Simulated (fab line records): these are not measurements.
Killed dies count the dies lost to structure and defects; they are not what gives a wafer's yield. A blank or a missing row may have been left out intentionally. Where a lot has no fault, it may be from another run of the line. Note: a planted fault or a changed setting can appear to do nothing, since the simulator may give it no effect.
Struck lot and sound lot, side by side / flow sky130 / 32 out of 708 route steps
Sound: wafers L185.1, L185.5, L185.6. Struck: wafers L201.1, L201.2, L201.4. The cause comes at the end.
Each step with rows lists, per side, the tool, then ch with its chambers, then its first start. Under that, the readings that differ: sound wafers / struck wafers / difference of the means / sigmas: that difference in standard deviations of wafers without a fault.
alike: readings with means less than 2 such deviations apart, plus words and numbers identical on both sides. not compared: withheld readings, readings lacking a value on some wafer, bounds such as >300 that could conceal the same value, and numbers that have no deviation in the record and whose values overlap.
A row with sigmas, a row that says differs or no value, or rows on one side alone: a step with any of these is where the two part. Non-overlapping numbers with no deviation appear without sigmas and do not part them. A reading missing from all wafers of one side parts the sides only when that side holds two or more wafers.

SKY_PWDE_OVL_MEAS_07:
  sound on overlay-01, day 4 12:01; struck on overlay-01, day 8 06:59
  alike: PWDE_OVL
next, for these wafers, 1 step has no rows: SKY_PWDE_IMPLANT_08.
SKY_PWDE_STRIP_09: strips in O2/N2.
  sound on plasma-asher-01 ch 0,1, day 4 12:12; struck on plasma-asher-04 ch 0,1, day 8 07:10
  alike: drypump-motor-current-A, oes-product-au, strip-time-to-endpoint-s
  not compared: rf-hours-counter-h
SKY_PWDE_TW_MEAS_10:
  sound on film-metro-04, day 4 12:18; struck on film-metro-04, day 8 07:16
  alike: PWDE_TW
then, 7 steps without rows for these wafers: SKY_NWELL_DEHYDRATE_03 (time 60 s); SKY_NWELL_HMDS_04 (prime time 60 s); SKY_NWELL_COAT_05 (resist thk 3000 nm); SKY_NWELL_SOFTBAKE_06; SKY_NWELL_EXPOSE_07 (exposes mask NWM, target cd 840 nm); SKY_NWELL_PEB_08; SKY_NWELL_DEVELOP_09 (develop time 60 s).
SKY_NWELL_OVL_MEAS_10:
  sound on overlay-01, day 5 05:13; struck on overlay-01, day 9 04:16
  alike: NWELL_00_OVL
SKY_NWELL_IMPLANT_11:
  sound on implanter-03 ch 0, day 5 05:16; struck on implanter-01 ch 0, day 9 04:19
reading=beam-energy-keV; sound=400.16 400.10 400.01; struck=380.36 380.30 380.23; difference=-19.79; sigmas=-99 or more
reading=model.implant.rp-nm (nm); sound=495 495 495; struck=475.8 475.8 475.8; difference=-19.2; sigmas=
reading=model.implant.drp-nm (nm); sound=116.9 116.9 116.9; struck=113.7 113.7 113.7; difference=-3.2; sigmas=
then, 2 steps without rows for these wafers: SKY_NWELL_IMPLANT_12; SKY_NWELL_IMPLANT_13.
SKY_NWELL_STRIP_14: strips in O2/N2.
  sound on plasma-asher-02 ch 0,1, day 5 05:43; struck on plasma-asher-02 ch 0,1, day 9 04:46
  alike: drypump-motor-current-A, oes-product-au, strip-time-to-endpoint-s
  not compared: rf-hours-counter-h
SKY_NWELL_TW_MEAS_15:
  sound on film-metro-03, day 5 05:49; struck on film-metro-03, day 9 04:52
  alike: NWELL_TW
then, 7 steps without rows for these wafers: SKY_NWELL_DEHYDRATE_16 (time 60 s); SKY_NWELL_HMDS_17 (prime time 62.83 s); SKY_NWELL_COAT_18 (resist thk 3000 nm); SKY_NWELL_SOFTBAKE_19; SKY_NWELL_EXPOSE_20 (exposes mask NWM COMPLEMENT, target cd 840 nm); SKY_NWELL_PEB_21; SKY_NWELL_DEVELOP_22 (develop time 60 s).
SKY_NWELL_OVL_MEAS_23:
  sound on overlay-02, day 6 00:01; struck on overlay-01, day 10 03:07
reading=NWELL_01_OVL (nm); sound=1.1 1.4 2.7; struck=-0.6 -1.8 -3.0; difference=-3.5; sigmas=-2
next, for these wafers, 1 step has no rows: SKY_NWELL_IMPLANT_24.
SKY_NWELL_STRIP_25: strips in O2/N2.
  sound on plasma-asher-02 ch 0,1, day 6 00:13; struck on plasma-asher-03 ch 0,1, day 10 03:19
  alike: drypump-motor-current-A, oes-product-au, strip-time-to-endpoint-s
  not compared: rf-hours-counter-h
SKY_NWELL_TW_MEAS_26:
  sound on film-metro-02, day 6 00:19; struck on film-metro-02, day 10 03:25
  alike: NWELL_2_TW
then, 1 step without rows for these wafers: SKY_NWELL_CLEAN_27 (cleans in SC1/SC2, time 150 s).
SKY_NWELL_RTA_28: time 30 s.
  sound on rtp-anneal-01 ch 0, day 6 00:25; struck on rtp-anneal-02 ch 0, day 10 03:31
  alike: lamp-power-pct, wafer_temp_C_max
SKY_NWELL_RS_MEAS_29: the measuring method here is four-point-probe.
  sound on film-metro-04, day 6 00:31; struck on film-metro-03, day 10 03:37
reading=NWELL_RS (ohm/sq); sound=626.7 627.3 626.1; struck=637.4 636.4 635.3; difference=+9.7; sigmas=+5
-- the record jumps here: 40 days lie between the struck wafers' starts before and after (it left off in module NWELL and takes up again in module PAD_OPEN, whose first step shown is number 708 of the route) --
SKY_PAD_OPEN_PROBE_99:
  sound on prober-02, day 46 13:36; struck on prober-01, day 50 06:04
reading=model.etest.res-nwell.line-ohm-um; sound=1165 1154 1205; struck=1288 1250 1269; difference=+94; sigmas=
reading=model.etest.res-nwell.rs-ohm-sq; sound=947 964.2 987.5; struck=1085 1060 1081; difference=+109; sigmas=
reading=model.etest.tip_p_5v.rs-ohm-sq; sound=2850 2859 2830; struck=2913 2905 2933; difference=+71; sigmas=
reading=model.etest.field-p.vt-v (V); sound=-40.95 -41.13 -43.22; struck=-45.62 -44.46 -45.46; difference=-3.41; sigmas=
reading=model.etest.pfet-g5v0d10v5.off-log10-a-um; sound=-12.59 -12.7 -12.81; struck=-12.88 -13.09 -13.09; difference=-0.32; sigmas=
reading=model.etest.pfet_01v8_lvt.off-log10-a-um; sound=-8.489 -8.543 -8.67; struck=-8.961 -9.159 -9.121; difference=-0.513; sigmas=
reading=model.etest.iso-nwell-nwell.leak-log10-a-um; sound=-13.94 -13.99 -14; struck=-13.91 -13.84 -13.89; difference=+0.10; sigmas=
reading=model.etest.pfet-g5v0d10v5.vt-sat-v (V); sound=-0.648 -0.6487 -0.6564; struck=-0.6706 -0.6903 -0.705; difference=-0.0376; sigmas=
  alike: killed_at_M0_to_M3, killed_at_M4_up, killed-at-contacts, killed-at-front-end, killed-at-other, killed-dies, killed-open, killed-short

## WHERE THEY PART
Earliest at SKY_NWELL_IMPLANT_11; latest, in this record, at SKY_NWELL_RS_MEAS_29. Later steps at which nothing parts them and some readings are alike: SKY_PAD_OPEN_PROBE_99.

WHY: whatever the simulator had introduced
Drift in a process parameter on implanter-01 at SKY_NWELL_IMPLANT_11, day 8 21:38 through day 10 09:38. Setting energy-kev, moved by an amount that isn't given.
